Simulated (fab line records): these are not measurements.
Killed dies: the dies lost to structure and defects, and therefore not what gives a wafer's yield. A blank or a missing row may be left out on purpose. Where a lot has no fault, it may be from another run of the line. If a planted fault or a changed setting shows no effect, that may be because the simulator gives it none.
A struck lot beside a sound one + flow gf180mcu + 13 steps out of a route of 602
Sound: wafers L378.1, L378.2, L378.5. Struck: wafers L381.1, L381.4, L381.6. The cause is named last.
Per side, at each step with rows, come the tool, then ch with its chambers, and then its first start. Under that, the readings that differ: sound wafers + struck wafers + difference of the means + sigmas: that difference in standard deviations of wafers without a fault.
alike: readings with means less than 2 such deviations apart, plus words and numbers identical on both sides. not compared: withheld readings, readings lacking a value on some wafer, bounds such as >300 that could conceal the same value, and numbers that have no deviation in the record and whose values overlap.
A row with sigmas, a row that says differs or no value, or rows on one side alone: a step with any of these is where the two part. Numbers that have no deviation but don't overlap get no sigmas and don't part them. Lack of a reading on every wafer of one side parts them only where that side has two or more wafers.

GF_V2_CD_MEAS_14: the cd target is 260 nm.
  sound: cdSem-01 at day 23 09:51; struck: cdSem-01 at day 24 12:00
| reading   | sound             | struck            | difference | sigmas |
|-----------|-------------------|-------------------|------------|--------|
| cdNm (nm) | 261.2 261.2 260.6 | 258.7 258.2 258.6 | -2.5       | -2     |
GF_V2_OVL_MEAS_15:
  sound: overlay-01 at day 23 09:58; struck: overlay-02 at day 24 12:07
  alike: V2_OVL
GF_V2_ETCH_16: etches BARC in N2/H2.
  sound on rieDiel-02 ch 0,1,2, day 23 10:00; struck on rieDiel-02 ch 0,1,2, day 24 12:09
  alike: biasW, drypumpMotorCurrentA, oesProductAu, throttleValvePct
GF_V2_ETCH_17: etches SiO2 in C4F8/O2/Ar, stops on TiN, target depth 630 nm.
  sound on rieDiel-02 ch 0,1,2; struck on rieDiel-02 ch 0,1,2
  alike: biasW, oesProductAu
then, 3 steps without rows for these wafers: GF_V2_STRIP_18 (strips in O2/N2); GF_V2_STRIP_19 (strips in post etch residue remover, time 1200 s); GF_V2_CLEAN_20 (cleans in DIW).
GF_V2_SPUTTER_21: material Ti, target thk 15 nm, time 80.02 s.
  sound: pvdSputter-01 at day 23 10:42; struck: pvdSputter-01 at day 24 12:49
  alike: substrateTempC, throttleValvePct
GF_V2_SPUTTER_22: material TiN, target thk 10 nm, time 40 s.
  sound: pvdSputter-01 at day 23 10:46; struck: pvdSputter-01 at day 24 12:53
  alike: throttleValvePct
GF_V2_CVD_23: deposits W, target thk 350 nm, time 104.94 s.
  sound on cvdW-01 ch 1, day 23 10:48; struck on cvdW-02 ch 0,1, day 24 12:55
  alike: heaterPowerW
GF_V2_RS_MEAS_24: a four-point-probe measurement.
  sound: filmMetro-03 at day 23 11:01; struck: filmMetro-04 at day 24 13:02
  alike: V2_W_RS
GF_V2_THK_MEAS_25: measures by xrf.
  sound: filmMetro-03 at day 23 11:08; struck: filmMetro-04 at day 24 13:09
  alike: V2_W_THK
GF_V2_CMP_26: polishes, stops on SiO2, t overpolish 15 s, target thk 0 nm.
  sound on cmp-01 ch 0,1,2, day 23 11:15; struck on cmp-01 ch 2,3, day 24 13:16
  no value came back on the struck wafers for any of 5 readings (edgeZonePressureFrac, headPressurePsi (psi) and others); on the sound wafers edgeZonePressureFrac reads 1.001 0.996 1.000
| reading                            | sound             | struck            | difference | sigmas |
|------------------------------------|-------------------|-------------------|------------|--------|
| model.W_of_V2_CVD_23.thkNm (nm)    | 0 0 0             | 341.8 346.8 337.4 | +342.0     |        |
| model.SiO2_of_V2_CVD_02.thkNm (nm) | 629.6 628.2 630.3 | 632.1 633.2 632   | +3.1       |        |

== WHERE THEY PART ==
Earliest at GF_V2_CD_MEAS_14; latest, in this record, at GF_V2_CMP_26.

WHY: the cause the simulator had injected
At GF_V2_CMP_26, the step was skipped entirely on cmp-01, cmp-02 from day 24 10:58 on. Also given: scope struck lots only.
